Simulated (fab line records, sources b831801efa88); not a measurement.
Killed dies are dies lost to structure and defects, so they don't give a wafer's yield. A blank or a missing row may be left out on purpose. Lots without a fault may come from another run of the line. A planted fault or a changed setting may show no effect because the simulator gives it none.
fab line records | flow sky130
record lots=9 wafers=27 last_day=49
route steps=708 shown METAL4@634 VIA4@640 METAL5@663 PAD_OPEN@708
lots that met no fault: from a run of the same line without faults
start_h: hours from the record's first day to the start of the lot's first wafer shown | wait_h: hours since the lot's step before | " the same as in the row above | L1.1+2: a row that stands for several wafers | - no value, or no start given | * or withheld: withheld | < > ~ a bound
route shown NAME@n: a module of which the file shows steps, and the number in the route of the first | usual: mean/standard deviation of fault-free wafers | same: alike in all rows | chamber/n: place in a boat | sites: the reading at each site | _std_site: their standard deviation | _edge_site: outer sites' mean less inner sites' | radius_mm: how far each site lies from the wafer's centre | mask NAME#n: copy n | behind: the tool/chamber that last shaped the wafer | hold: why the lot was held/for how many hours/how that ended | device: the transistor (n, p or np) that didn't switch | end of line: the same wafers' tests at the end of the route | a step without rows: its recipe alone | killed: dies lost to structure and defects at the first sort, not the wafer's yield | map: a wafer's dies, x killed, . not, _ none there
set.NAME: the setting as run; set.NAME@STEP: as run at that earlier step | model.NAME: the simulator's own value behind a step, which no gauge read
steps of the route over a sample of lots; a table a step, a row a wafer
services: from which hour (start_h, from the record's first day; less than 0 if before it) a tool's chamber was out of use, for how many hours, and why
## steps
# step SKY_METAL4_METAL_ETCH_18
# recipe target_depth_a=8450 stop_on=SiO2 over_etch_frac=0.3 time_s=183.1 chemistry=Cl2/BCl3 resist_sidewall_deg=88 pressure_mtorr=10 icp_w=900 bias_w=48.5 Cl2_flow_sccm=60 bcl3_flow_sccm=30
# usual drypump_motor_current_A=5.8/0.43 he_backside_leak_sccm=3.23/0.29 oes_product_au=0.864/0.0064 rf_fwd_power_W=896.4/2.7 throttle_valve_pct=22.265/0.0096
# columns lot.wafer tool chamber start_h wait_h drypump_motor_current_A he_backside_leak_sccm oes_product_au rf_fwd_power_W rf_hours_counter_h throttle_valve_pct
L926.3 rie_metal-03 1 987.21 0.1 5.6 3.19 0.854 890.4 - 22.259
L926.4 " 0 " " 5.4 3.12 0.858 902.5 - 22.278
L926.5 " 0 " " 5.4 3.14 0.851 900.1 - 22.268
L928.1 rie_metal-02 0 1004.61 0.0 6.5 3.53 0.861 895.6 0 22.269
L928.2 " 1 " " 6.0 3.16 0.861 897.3 9 22.281
L928.5 " 1 " " 6.0 3.13 0.864 894.2 - 22.248
L929.1 rie_metal-03 1 1009.86 0.0 5.6 2.94 0.858 893.2 8 22.264
L929.2 " 0 " " 5.4 3.02 0.868 902.2 19 22.266
L929.3 " 0 " " 5.4 3.04 0.881 893.2 - 22.270
L938.2 rie_metal-02 1 1069.02 0.0 6.0 3.23 0.862 897.2 14 22.274
L938.3 " 1 " " 6.0 3.22 0.866 897.7 - 22.258
L938.6 " 1 " " 6.0 3.24 0.870 896.9 - 22.262
L939.4 rie_metal-03 1 1078.60 0.1 5.6 3.14 0.866 895.3 - 22.269
L939.5 " 0 " " 5.4 2.98 0.858 893.6 - 22.257
L939.6 " 1 " " 5.6 2.97 0.859 897.6 - 22.278
L940.1 rie_metal-03 0 1083.92 0.0 5.4 3.23 0.866 897.6 25 22.254
L940.3 " 0 " " 5.4 3.15 0.859 897.4 - 22.266
L940.5 " 0 " " 5.4 3.21 0.867 895.3 - 22.265
L942.2 rie_metal-03 0 1101.07 0.0 5.4 3.07 0.870 898.0 26 22.249
L942.3 " 0 " " 5.4 3.00 0.865 900.8 - 22.259
L942.6 " 0 " " 5.4 3.09 0.859 901.2 - 22.259
L943.1 rie_metal-01 0 1102.41 0.0 5.1 3.48 0.860 901.8 14 22.268
L943.3 " 1 " " 6.0 2.89 0.864 897.7 - 22.259
L943.4 " 0 " " 5.1 3.54 0.865 901.4 - 22.267
L945.2 rie_metal-02 0 1109.01 0.0 6.5 3.63 0.849 897.6 8 22.263
L945.4 " 1 " " 6.0 3.08 0.866 893.0 - 22.254
L945.5 " 0 " " 6.5 3.43 0.860 901.9 - 22.267
# step SKY_VIA4_THK_MEAS_01
# recipe reads=SiO2_of_VIA4_HDPCVD_00
# usual VIA4_HDPCVD_THK=1736/19
# columns lot.wafer tool chamber start_h wait_h VIA4_HDPCVD_THK[nm]
L926.3 film_metro-03 - 988.11 0.1 1730
L926.4 " - " " 1746
L926.5 " - " " 1704
L928.1 film_metro-04 - 1005.97 0.1 1708
L928.2 " - " " 1734
L928.5 " - " " 1707
L929.1 film_metro-01 - 1010.81 0.1 1713
L929.2 " - " " 1756
L929.3 " - " " 1744
L938.2 film_metro-03 - 1069.97 0.1 1732
L938.3 " - " " 1767
L938.6 " - " " 1750
L939.4 film_metro-03 - 1079.68 0.1 1732
L939.5 " - " " 1716
L939.6 " - " " 1737
L940.1 film_metro-01 - 1084.87 0.1 1698
L940.3 " - " " 1715
L940.5 " - " " 1701
L942.2 film_metro-04 - 1102.03 0.1 1750
L942.3 " - " " 1716
L942.6 " - " " 1716
L943.1 film_metro-04 - 1103.40 0.1 1744
L943.3 " - " " 1739
L943.4 " - " " 1707
L945.2 film_metro-01 - 1110.08 0.1 1719
L945.4 " - " " 1726
L945.5 " - " " 1750
# step SKY_VIA4_BOW_MEAS_03
# recipe mode=bow
# usual VIA4_BOW=80/9.4
# columns lot.wafer tool chamber start_h wait_h VIA4_BOW[um]
L926.3 film_metro-03 - 988.49 0.3 67
L926.4 " - " " 71
L926.5 " - " " 100
L928.1 film_metro-04 - 1006.33 0.2 72
L928.2 " - " " 99
L928.5 " - " " 92
L929.1 film_metro-03 - 1011.17 0.1 99
L929.2 " - " " 96
L929.3 " - " " 76
L938.2 film_metro-01 - 1070.50 0.2 87
L938.3 " - " " 84
L938.6 " - " " 82
L939.4 film_metro-04 - 1080.07 0.2 73
L939.5 " - " " 67
L939.6 " - " " 75
L940.1 film_metro-01 - 1085.38 0.2 62
L940.3 " - " " 79
L940.5 " - " " 63
L942.2 film_metro-04 - 1102.40 0.1 80
L942.3 " - " " 78
L942.6 " - " " 69
L943.1 film_metro-04 - 1103.76 0.1 66
L943.3 " - " " 64
L943.4 " - " " 68
L945.2 film_metro-01 - 1110.45 0.2 72
L945.4 " - " " 74
L945.5 " - " " 72
# step SKY_METAL5_SPUTTER_02
# recipe material=AlCu target_thk_nm=1150 power_w=10600 time_s=61.2 chamber_pressure_pa=0.4
# usual cathode_dc_power_W=10600/1.9 throttle_valve_pct=30.4/0.99
# columns lot.wafer tool chamber start_h wait_h cathode_dc_power_W throttle_valve_pct
L926.3 pvd_sputter-02 - 1012.64 0.0 10603 29.9
L926.4 " - " " 10601 31.0
L926.5 " - " " 10601 30.8
L928.1 pvd_sputter-02 - 1030.20 0.0 10598 30.0
L928.2 " - " " 10600 30.3
L928.5 " - " " 10598 30.1
L929.1 pvd_sputter-04 - 1035.41 0.0 10601 31.4
L929.2 " - " " 10599 30.1
L929.3 " - " " 10603 28.2
L938.2 pvd_sputter-01 - 1092.55 0.0 10040 31.7
L938.3 " - " " 10043 29.6
L938.6 " - " " 10043 31.8
L939.4 pvd_sputter-01 - 1101.53 0.0 10044 29.7
L939.5 " - " " 10044 30.3
L939.6 " - " " 10039 31.3
L940.1 pvd_sputter-02 - 1107.43 0.0 10598 31.0
L940.3 " - " " 10600 31.2
L940.5 " - " " 10599 30.8
L942.2 pvd_sputter-02 - 1123.88 0.0 10600 31.1
L942.3 " - " " 10602 30.0
L942.6 " - " " 10601 31.3
L943.1 pvd_sputter-04 - 1125.02 0.0 10603 28.4
L943.3 " - " " 10600 30.6
L943.4 " - " " 10599 29.1
L945.2 pvd_sputter-04 - 1131.14 0.0 10597 30.4
L945.4 " - " " 10601 28.5
L945.5 " - " " 10599 30.3
# step SKY_METAL5_RS_MEAS_05
# recipe thk_meas_gauge=four-point-probe reads=TiN_of_METAL5_SPUTTER_04+Ti_of_METAL5_SPUTTER_03+AlCu_of_METAL5_SPUTTER_02+TiN_of_METAL5_SPUTTER_01+Ti_of_METAL5_SPUTTER_00
# usual METAL5_ALCU_RS=0.0271/0.00034
# columns lot.wafer tool chamber start_h wait_h METAL5_ALCU_RS[ohm/sq]
L926.3 film_metro-01 - 1012.79 0.1 0.0266
L926.4 " - " " 0.0272
L926.5 " - " " 0.0270
L928.1 film_metro-04 - 1030.32 0.0 0.0271
L928.2 " - " " 0.0268
L928.5 " - " " 0.0270
L929.1 film_metro-04 - 1035.53 0.0 0.0267
L929.2 " - " " 0.0270
L929.3 " - " " 0.0265
L938.2 film_metro-02 - 1092.69 0.0 0.0291
L938.3 " - " " 0.0284
L938.6 " - " " 0.0290
L939.4 film_metro-02 - 1101.68 0.1 0.0281
L939.5 " - " " 0.0284
L939.6 " - " " 0.0285
L940.1 film_metro-04 - 1107.56 0.0 0.0273
L940.3 " - " " 0.0274
L940.5 " - " " 0.0272
L942.2 film_metro-02 - 1124.02 0.0 0.0273
L942.3 " - " " 0.0272
L942.6 " - " " 0.0273
L943.1 film_metro-04 - 1125.14 0.0 0.0267
L943.3 " - " " 0.0272
L943.4 " - " " 0.0273
L945.2 film_metro-02 - 1131.28 0.0 0.0278
L945.4 " - " " 0.0282
L945.5 " - " " 0.0278
# step SKY_METAL5_THK_MEAS_06
# recipe thk_meas_gauge=xrf reads=AlCu_of_METAL5_SPUTTER_02
# usual METAL5_ALCU_THK=1177/17
# columns lot.wafer tool chamber start_h wait_h METAL5_ALCU_THK[nm]
L926.3 film_metro-01 - 1012.89 0.1 1183
L926.4 " - " " 1171
L926.5 " - " " 1180
L928.1 film_metro-04 - 1030.44 0.1 1175
L928.2 " - " " 1186
L928.5 " - " " 1170
L929.1 film_metro-04 - 1035.65 0.1 1200
L929.2 " - " " 1195
L929.3 " - " " 1206
L938.2 film_metro-02 - 1092.80 0.1 1095
L938.3 " - " " 1122
L938.6 " - " " 1098
L939.4 film_metro-02 - 1101.77 0.1 1138
L939.5 " - " " 1121
L939.6 " - " " 1115
L940.1 film_metro-04 - 1107.68 0.1 1177
L940.3 " - " " 1169
L940.5 " - " " 1180
L942.2 film_metro-02 - 1124.13 0.1 1175
L942.3 " - " " 1170
L942.6 " - " " 1174
L943.1 film_metro-04 - 1125.26 0.1 1207
L943.3 " - " " 1169
L943.4 " - " " 1170
L945.2 film_metro-02 - 1131.39 0.1 1147
L945.4 " - " " 1121
L945.5 " - " " 1138
# step SKY_METAL5_METAL_ETCH_15
# recipe target_depth_a=12600 stop_on=SiO2 over_etch_frac=0.2 time_s=252 chemistry=Cl2/BCl3 resist_sidewall_deg=86 pressure_mtorr=10 icp_w=900 bias_w=48.5 Cl2_flow_sccm=60 bcl3_flow_sccm=30
# usual drypump_motor_current_A=5.5/0.37 he_backside_leak_sccm=3.3/0.32 oes_product_au=0.893/0.005 rf_fwd_power_W=897.4/2.8 throttle_valve_pct=22.264/0.0094
# columns lot.wafer tool chamber start_h wait_h drypump_motor_current_A he_backside_leak_sccm oes_product_au rf_fwd_power_W rf_hours_counter_h throttle_valve_pct
L926.3 rie_metal-04 0 1035.26 0.1 5.9 3.4 0.892 900.1 - 22.272
L926.4 " 1 " " 5.1 3.6 0.892 902.9 - 22.269
L926.5 " 0 " " 5.9 3.4 0.895 898.4 - 22.272
L928.1 rie_metal-01 0 1052.30 0.0 5.1 3.5 0.893 896.0 11 22.258
L928.2 " 1 " " 6.0 2.9 0.900 897.9 7 22.249
L928.5 " 0 " " 5.1 3.5 0.895 895.7 - 22.281
L929.1 rie_metal-01 0 1056.35 0.0 5.1 3.5 0.898 898.8 11 22.277
L929.2 " 1 " " 6.0 2.9 0.888 897.4 7 22.262
L929.3 " 1 " " 6.0 3.0 0.898 898.8 - 22.264
L938.2 rie_metal-04 0 1112.10 0.1 5.9 3.3 0.868 895.2 - 22.283
L938.3 " 0 " " 5.9 3.3 0.880 894.9 - 22.271
L938.6 " 0 " " 5.9 3.4 0.867 895.7 - 22.262
L939.4 rie_metal-03 1 1121.32 0.1 5.6 3.2 0.883 895.1 - 22.255
L939.5 " 0 " " 5.4 3.2 0.875 899.8 - 22.264
L939.6 " 1 " " 5.5 3.1 0.877 894.2 - 22.260
L940.1 rie_metal-01 1 1126.19 0.0 6.0 2.9 0.897 895.5 12 22.260
L940.3 " 0 " " 5.1 3.4 0.899 894.0 - 22.245
L940.5 " 0 " " 5.1 3.5 0.882 890.8 - 22.254
L942.2 rie_metal-04 1 1142.59 0.0 5.1 3.1 0.895 897.5 2 22.268
L942.3 " 1 " " 5.1 3.1 0.882 900.7 - 22.253
L942.6 " 0 " " 5.9 3.4 0.888 895.7 - 22.280
L943.1 rie_metal-01 0 1143.50 0.0 5.1 3.6 0.895 900.8 18 22.257
L943.3 " 0 " " 5.1 3.5 0.894 901.2 - 22.279
L943.4 " 1 " " 6.0 3.0 0.900 904.1 - 22.264
L945.2 rie_metal-04 0 1150.65 0.0 5.9 3.4 0.883 900.2 25 22.263
L945.4 " 1 " " 5.1 2.9 0.881 901.3 - 22.257
L945.5 " 0 " " 5.9 3.3 0.885 899.2 - 22.266
# step SKY_PAD_OPEN_PROBE_99
# usual defect_limited_yield=82.5/1.8 killed_at_M0_to_M3=42/6.6 killed_at_M4_up=3.0/1.8 killed_at_contacts=25/5.1 killed_at_front_end=15/4.4 killed_at_other=0.3/0.56 killed_dies=86/8.6 killed_on_rim=17/3.9 killed_open=47/6.9 killed_short=38/6 sort_bin_3_pad_short=0.8/0.42 sort_bin_5_function=10.6/1.5 sort_bin_6_memory=6.1/1.1 sort_n_pass=406/8.6 sort_yield_pct=82.5/1.8
# same gross_dies=492 killed_at_back_side=0 sort_bin_4_leakage[%]=0 sort_bin_8_speed[%]=0
# columns lot.wafer tool chamber start_h wait_h defect_limited_yield[%] killed_at_M0_to_M3 killed_at_M4_up killed_at_contacts killed_at_front_end killed_at_other killed_dies killed_on_rim killed_open killed_short sort_bin_3_pad_short[%] sort_bin_5_function[%] sort_bin_6_memory[%] sort_n_pass sort_yield_pct[%]
L926.3 prober-01 - 1081.33 0.2 80.5 53 5 27 11 0 96 19 51 45 1.0 11.0 7.5 396 80.5
L926.4 prober-01 - 1081.38 0.2 82.7 44 4 24 13 0 85 15 47 38 0.6 10.4 6.3 407 82.7
L926.5 prober-01 - 1081.43 0.2 81.9 43 5 25 16 0 89 21 43 46 0.6 12.0 5.5 403 81.9
L928.1 prober-01 - 1097.57 0.1 78.9 50 6 32 16 0 104 19 56 48 1.6 11.6 7.9 388 78.9
L928.2 prober-01 - 1097.62 0.1 82.9 43 3 24 13 1 84 19 40 44 1.0 10.0 6.1 408 82.9
L928.5 prober-01 - 1097.77 0.2 84.3 40 5 24 8 0 77 16 37 39 0.8 8.1 6.7 415 84.3
L929.1 prober-02 - 1100.53 0.1 82.3 37 0 33 16 1 87 16 50 37 1.4 11.0 5.3 405 82.3
L929.2 prober-02 - 1100.58 0.1 82.5 37 3 26 20 0 86 24 47 39 0.6 8.7 8.1 406 82.5
L929.3 prober-02 - 1100.63 0.2 81.7 41 3 32 14 0 90 13 47 43 1.2 10.6 6.5 402 81.7
L938.2 prober-01 - 1154.13 0.1 80.9 42 1 30 21 0 94 19 61 32 0.8 11.0 7.3 398 80.9
L938.3 prober-01 - 1154.18 0.2 85.2 39 6 19 9 0 73 16 39 33 0.6 9.8 4.5 419 85.2
L938.6 prober-01 - 1154.33 0.2 85.6 38 2 16 15 0 71 11 45 25 0.8 7.5 6.1 421 85.6
L939.4 prober-02 - 1162.03 0.2 81.3 46 6 20 20 0 92 13 42 50 1.2 11.8 5.7 400 81.3
L939.5 prober-02 - 1162.08 0.2 82.5 42 4 20 20 0 86 16 52 34 1.0 9.3 7.1 406 82.5
L939.6 prober-02 - 1162.13 0.2 78.5 52 2 26 26 0 106 25 55 50 0.8 13.4 7.3 386 78.5
L940.1 prober-01 - 1165.99 0.1 83.9 39 1 22 17 0 79 15 44 35 1.0 9.1 5.9 413 83.9
L940.3 prober-01 - 1166.09 0.2 80.7 47 2 27 19 0 95 28 55 38 0.6 11.4 7.3 397 80.7
L940.5 prober-01 - 1166.19 0.2 82.1 49 2 21 16 0 88 23 41 46 0.8 11.0 6.1 404 82.1
L942.2 prober-01 - 1180.70 0.1 80.7 48 3 29 15 0 95 17 53 40 1.2 11.4 6.7 397 80.7
L942.3 prober-01 - 1180.75 0.2 81.7 46 4 31 9 0 90 21 55 34 0.6 11.2 6.5 402 81.7
L942.6 prober-01 - 1180.90 0.2 78.9 54 4 28 17 1 104 22 54 49 1.8 12.0 7.3 388 78.9
L943.1 prober-02 - 1181.87 0.1 82.5 44 2 20 19 1 86 16 52 33 0.8 10.6 6.1 406 82.5
L943.3 prober-02 - 1181.97 0.2 84.8 26 1 32 16 0 75 15 41 34 0.2 10.2 4.9 417 84.8
L943.4 prober-02 - 1182.02 0.2 83.5 41 1 21 18 0 81 16 45 35 0.2 12.6 3.7 411 83.5
L945.2 prober-02 - 1187.64 0.1 80.5 47 2 31 16 0 96 19 50 46 1.2 10.8 7.5 396 80.5
L945.4 prober-02 - 1187.74 0.2 85.6 36 1 20 13 1 71 19 35 36 0.6 9.8 4.1 421 85.6
L945.5 prober-02 - 1187.79 0.2 79.3 54 1 32 15 0 102 19 63 39 0.8 13.6 6.3 390 79.3
# killed by level:class
L926.3 VIA1:geometric_particle:open=13 CONTACT:geometric_particle:open=10 METAL3:geometric_particle:short=6 LI_CONTACT:geometric_particle:open=5 METAL1:geometric_particle:short=5 VIA3:geometric_particle:open=5 VIA1:geometric_particle:short=4 LI_CONTACT:geometric_particle:short=4
L926.4 VIA1:geometric_particle:open=13 CONTACT:geometric_particle:open=8 METAL1:geometric_particle:short=6 VIA3:geometric_particle:open=6 CONTACT:geometric_particle:short=6 LOCAL_INTERCONNECT:geometric_particle:short=5 METAL2:geometric_particle:short=5 LI_CONTACT:geometric_particle:open=4
L926.5 CONTACT:geometric_particle:open=12 VIA1:geometric_particle:open=7 METAL1:geometric_particle:short=6 VIA2:geometric_particle:open=6 POLY_GATE:geometric_particle:open=5 CONTACT:geometric_particle:short=5 VIA1:geometric_particle:short=5 METAL2:geometric_particle:short=5
L928.1 CONTACT:geometric_particle:open=12 VIA2:geometric_particle:open=8 LI_CONTACT:geometric_particle:open=7 LOCAL_INTERCONNECT:geometric_particle:short=7 METAL2:geometric_particle:short=7 POLY_GATE:geometric_particle:open=6 METAL3:geometric_particle:short=6 VIA3:geometric_particle:open=6
L928.2 CONTACT:geometric_particle:open=8 VIA2:geometric_particle:open=8 VIA1:geometric_particle:open=8 VIA3:geometric_particle:open=7 CONTACT:geometric_particle:short=6 FIELD_ISO:geometric_particle:short=5 LOCAL_INTERCONNECT:geometric_particle:short=5 METAL1:geometric_particle:short=4
L928.5 LI_CONTACT:geometric_particle:open=10 METAL1:geometric_particle:short=8 VIA1:geometric_particle:open=7 METAL2:geometric_particle:short=6 CONTACT:geometric_particle:open=5 VIA2:geometric_particle:short=5 LOCAL_INTERCONNECT:geometric_particle:short=4 METAL2:geometric_particle:open=4
L929.1 CONTACT:geometric_particle:open=13 VIA1:geometric_particle:open=9 CONTACT:geometric_particle:short=7 LI_CONTACT:geometric_particle:open=7 FIELD_ISO:geometric_particle:open=6 METAL1:geometric_particle:short=6 VIA3:geometric_particle:open=5 METAL3:geometric_particle:short=4
L929.2 CONTACT:geometric_particle:open=11 LI_CONTACT:geometric_particle:open=8 METAL1:geometric_particle:short=7 FIELD_ISO:geometric_particle:short=6 VIA3:geometric_particle:open=6 VIA1:geometric_particle:short=5 POLY_GATE:geometric_particle:short=4 POLY_GATE:geometric_particle:open=4
L929.3 CONTACT:geometric_particle:open=10 LI_CONTACT:geometric_particle:open=10 METAL1:geometric_particle:short=8 CONTACT:geometric_particle:short=7 VIA1:geometric_particle:open=6 VIA3:geometric_particle:open=6 VIA3:geometric_particle:short=6 FIELD_ISO:geometric_particle:open=4
L938.2 CONTACT:geometric_particle:open=12 VIA1:geometric_particle:open=12 LI_CONTACT:geometric_particle:open=11 POLY_GATE:geometric_particle:open=7 VIA3:geometric_particle:open=7 METAL2:geometric_particle:short=5 FIELD_ISO:geometric_particle:short=4 FIELD_ISO:geometric_particle:open=4
L938.3 VIA1:geometric_particle:open=13 CONTACT:geometric_particle:open=8 VIA2:geometric_particle:open=6 FIELD_ISO:geometric_particle:short=4 METAL4:geometric_particle:short=4 VIA3:geometric_particle:short=4 FIELD_ISO:geometric_particle:open=3 LI_CONTACT:geometric_particle:open=3
L938.6 VIA3:geometric_particle:open=10 VIA1:geometric_particle:open=9 VIA2:geometric_particle:open=7 METAL2:geometric_particle:short=5 LI_CONTACT:geometric_particle:open=5 LOCAL_INTERCONNECT:geometric_particle:short=5 CONTACT:geometric_particle:open=5 FIELD_ISO:geometric_particle:open=4
L939.4 VIA1:geometric_particle:open=10 LI_CONTACT:geometric_particle:open=8 FIELD_ISO:geometric_particle:short=7 VIA3:geometric_particle:short=7 CONTACT:geometric_particle:short=6 METAL4:geometric_particle:short=6 METAL2:geometric_particle:short=6 VIA2:geometric_particle:open=5
L939.5 VIA1:geometric_particle:open=13 LI_CONTACT:geometric_particle:open=8 FIELD_ISO:geometric_particle:open=6 CONTACT:geometric_particle:open=6 VIA3:geometric_particle:open=6 FIELD_ISO:geometric_particle:short=5 METAL2:geometric_particle:short=4 VIA2:geometric_particle:open=4
L939.6 VIA2:geometric_particle:open=12 VIA3:geometric_particle:open=9 LOCAL_INTERCONNECT:geometric_particle:short=9 CONTACT:geometric_particle:open=9 VIA1:geometric_particle:short=7 FIELD_ISO:geometric_particle:open=6 POLY_GATE:geometric_particle:short=6 FIELD_ISO:geometric_particle:short=5
L940.1 VIA1:geometric_particle:open=10 CONTACT:geometric_particle:open=8 LI_CONTACT:geometric_particle:open=6 METAL2:geometric_particle:short=6 METAL1:geometric_particle:short=5 POLY_GATE:geometric_particle:short=4 SPACER:geometric_particle:open=4 CONTACT:geometric_particle:short=4
L940.3 CONTACT:geometric_particle:open=10 VIA1:geometric_particle:open=10 LI_CONTACT:geometric_particle:open=9 VIA1:geometric_particle:short=7 VIA2:geometric_particle:open=7 METAL1:geometric_particle:short=6 VIA3:geometric_particle:open=6 FIELD_ISO:geometric_particle:open=5
L940.5 VIA1:geometric_particle:open=11 CONTACT:geometric_particle:open=11 METAL1:geometric_particle:short=10 METAL2:geometric_particle:short=9 VIA1:geometric_particle:short=7 POLY_GATE:geometric_particle:short=6 LI_CONTACT:geometric_particle:open=4 VIA2:geometric_particle:open=4
L942.2 CONTACT:geometric_particle:open=15 VIA1:geometric_particle:open=12 METAL1:geometric_particle:short=9 VIA2:geometric_particle:open=9 CONTACT:geometric_particle:short=7 FIELD_ISO:geometric_particle:open=6 METAL2:geometric_particle:short=6 VIA3:geometric_particle:open=4
L942.3 VIA2:geometric_particle:open=14 CONTACT:geometric_particle:open=13 VIA1:geometric_particle:open=10 CONTACT:geometric_particle:short=8 LI_CONTACT:geometric_particle:open=5 FIELD_ISO:geometric_particle:open=4 METAL1:geometric_particle:short=4 METAL2:geometric_particle:short=4
L942.6 VIA1:geometric_particle:open=10 LI_CONTACT:geometric_particle:open=9 CONTACT:geometric_particle:short=9 VIA2:geometric_particle:open=9 CONTACT:geometric_particle:open=8 METAL1:geometric_particle:short=7 VIA1:geometric_particle:short=7 FIELD_ISO:geometric_particle:short=5
L943.1 VIA1:geometric_particle:open=11 POLY_GATE:geometric_particle:open=7 VIA3:geometric_particle:open=7 LI_CONTACT:geometric_particle:open=6 CONTACT:geometric_particle:open=6 METAL1:geometric_particle:short=6 VIA3:geometric_particle:short=6 VIA2:geometric_particle:open=5
L943.3 CONTACT:geometric_particle:open=13 CONTACT:geometric_particle:short=6 VIA3:geometric_particle:open=6 FIELD_ISO:geometric_particle:open=5 LI_CONTACT:geometric_particle:open=5 VIA1:geometric_particle:open=5 POLY_GATE:geometric_particle:short=4 LOCAL_INTERCONNECT:geometric_particle:short=4
L943.4 VIA1:geometric_particle:open=7 FIELD_ISO:geometric_particle:open=6 LOCAL_INTERCONNECT:geometric_particle:short=6 VIA3:geometric_particle:short=6 VIA1:geometric_particle:short=6 LI_CONTACT:geometric_particle:open=5 VIA2:geometric_particle:open=5 CONTACT:geometric_particle:open=5
L945.2 VIA1:geometric_particle:open=10 LI_CONTACT:geometric_particle:open=9 CONTACT:geometric_particle:open=8 VIA3:geometric_particle:open=8 FIELD_ISO:geometric_particle:short=7 CONTACT:geometric_particle:short=6 VIA2:geometric_particle:open=5 METAL2:geometric_particle:short=5
L945.4 VIA1:geometric_particle:open=10 CONTACT:geometric_particle:open=7 METAL1:geometric_particle:short=6 VIA2:geometric_particle:open=6 CONTACT:geometric_particle:short=5 LOCAL_INTERCONNECT:geometric_particle:short=5 FIELD_ISO:geometric_particle:short=4 METAL2:geometric_particle:short=4
L945.5 VIA1:geometric_particle:open=13 CONTACT:geometric_particle:open=12 VIA2:geometric_particle:open=10 LI_CONTACT:geometric_particle:open=7 VIA3:geometric_particle:open=7 CONTACT:geometric_particle:short=7 METAL2:geometric_particle:short=7 FIELD_ISO:geometric_particle:open=6
## services
# columns tool chamber start_h hours kind
rie_metal-01 - 974.02 67.0 repair
rie_metal-02 0 975.54 - clean
rie_metal-02 0 975.54 25.9 scheduled_down
rie_metal-02 0 975.54 25.9 vent_cycle
rie_metal-04 1 989.51 25.2 repair
pvd_sputter-04 - 991.57 2.5 repair
pvd_sputter-04 0 1026.27 - consumable_replace:kit
pvd_sputter-04 0 1026.27 18.0 scheduled_down
pvd_sputter-04 0 1026.27 18.0 vent_cycle
rie_metal-04 0 1035.71 12.6 repair
rie_metal-01 - 1041.07 1.4 pm
rie_metal-03 - 1067.65 0.3 repair
pvd_sputter-01 1 1091.05 - consumable_replace:kit
pvd_sputter-02 2 1092.23 - consumable_replace:kit
pvd_sputter-02 2 1092.23 18.0 scheduled_down
pvd_sputter-02 2 1092.23 18.0 vent_cycle
rie_metal-04 1 1103.04 - clean
rie_metal-04 1 1103.04 15.6 scheduled_down
rie_metal-04 1 1103.04 15.6 vent_cycle
rie_metal-02 - 1117.71 11.5 repair
pvd_sputter-04 3 1121.48 - consumable_replace:kit
pvd_sputter-04 3 1121.48 18.0 scheduled_down
pvd_sputter-04 3 1121.48 18.0 vent_cycle
rie_metal-04 - 1134.20 2.8 pm
## key
first_sign step=SKY_METAL5_SPUTTER_02 reading=cathode_dc_power_W direction=down sigmas=99+ usual=10600 struck=10042
effect step=SKY_METAL5_RS_MEAS_05 reading=METAL5_ALCU_RS direction=up sigmas=4.3 usual=0.0271 struck=0.0286
effect step=SKY_METAL5_THK_MEAS_06 reading=METAL5_ALCU_THK direction=down sigmas=3.7 usual=1177 struck=1115
effect step=SKY_METAL5_METAL_ETCH_15 reading=oes_product_au direction=down sigmas=3.6 usual=0.893 struck=0.875
met_at SKY_METAL5_SPUTTER_02
struck_lots L938,L939
not_acting_at SKY_METAL4_METAL_ETCH_18,SKY_VIA4_THK_MEAS_01,SKY_VIA4_BOW_MEAS_03
fault kind=process_parameter_drift tool=pvd_sputter-01 chamber=- onset_h=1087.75 steps=SKY_METAL5_SPUTTER_02 channel=power_w offset=* shape=step end_h=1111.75 acts_in=* stated=*
